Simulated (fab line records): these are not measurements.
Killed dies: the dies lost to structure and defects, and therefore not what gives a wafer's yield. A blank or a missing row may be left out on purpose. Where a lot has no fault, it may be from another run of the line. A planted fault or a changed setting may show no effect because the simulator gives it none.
Matching of chambers    flow sky130    cmp-01 running SKY_CONTACT_CMP_04: 4 sister chambers
The step polishes SiO2. 16 wafers are shown with their chamber, then 8 later ones without.

WAFERS WITH THEIR CHAMBER
wafer   chamber  motorCurrentA (A)  timeToEndpointS (s)
L319.1  2        12.5               76
L319.3  0        10.8               77
L319.5  2        12.1               78
L322.5  0        10.7               86
L326.1  2        12.4               76
L326.5  1        9.8                76
L335.3  3        10.7               78
L335.5  0        10.6               84
L335.6  1        10.2               83
L336.3  2        11.8               76
L336.4  0        11.2               79
L336.6  0        11.0               76
L339.1  0        10.4               82
L339.3  2        12.0               82
L339.4  1        10.4               78
L340.1  0        10.8               79

SIGNATURES (averages over the wafers above)
reading          chamber 0  chamber 1  chamber 2  chamber 3  scatter within a chamber
motorCurrentA    10.786     10.133     12.160     10.700     0.278
timeToEndpointS  80.43      79.00      77.60      78.00      3.35
Rule: a wafer's distance from a chamber is the root of the sum, over the readings, of the square of ((its reading less the chamber's mean) divided by the reading's scatter). The wafer belongs to the nearest chamber; if the next one is less than 2 further off, it can't be placed. The scatter is the square root of a quotient: the sum, over the shown wafers, of each reading's squared deviation from its chamber's mean, divided by wafers minus chambers.

WAFERS WHOSE CHAMBER IS MISSING
wafer   motorCurrentA (A)  timeToEndpointS (s)
L340.3  10.8               78
L340.5  12.0               76
L341.2  11.0               79
L341.3  11.2               80
L341.6  10.2               80
L342.4  12.0               80
L342.5  11.2               79
L342.6  11.0               82

WHICH CHAMBER EACH WENT THROUGH
wafer   from the rows above           in truth
L340.3  can't be placed: 3 or 0       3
L340.5  2                             2
L341.2  can't be placed: 0 or 3       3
L341.3  can't be placed: 0 or 3       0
L341.6  can't be placed: 1 or 3 or 0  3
L342.4  2                             2
L342.5  can't be placed: 0 or 3 or 2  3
L342.6  can't be placed: 0 or 3       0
Correctly placed: 2 of 8. Unplaceable from these rows: 6, with the true chamber sitting among the candidates in 6. Number placed wrongly: 0.
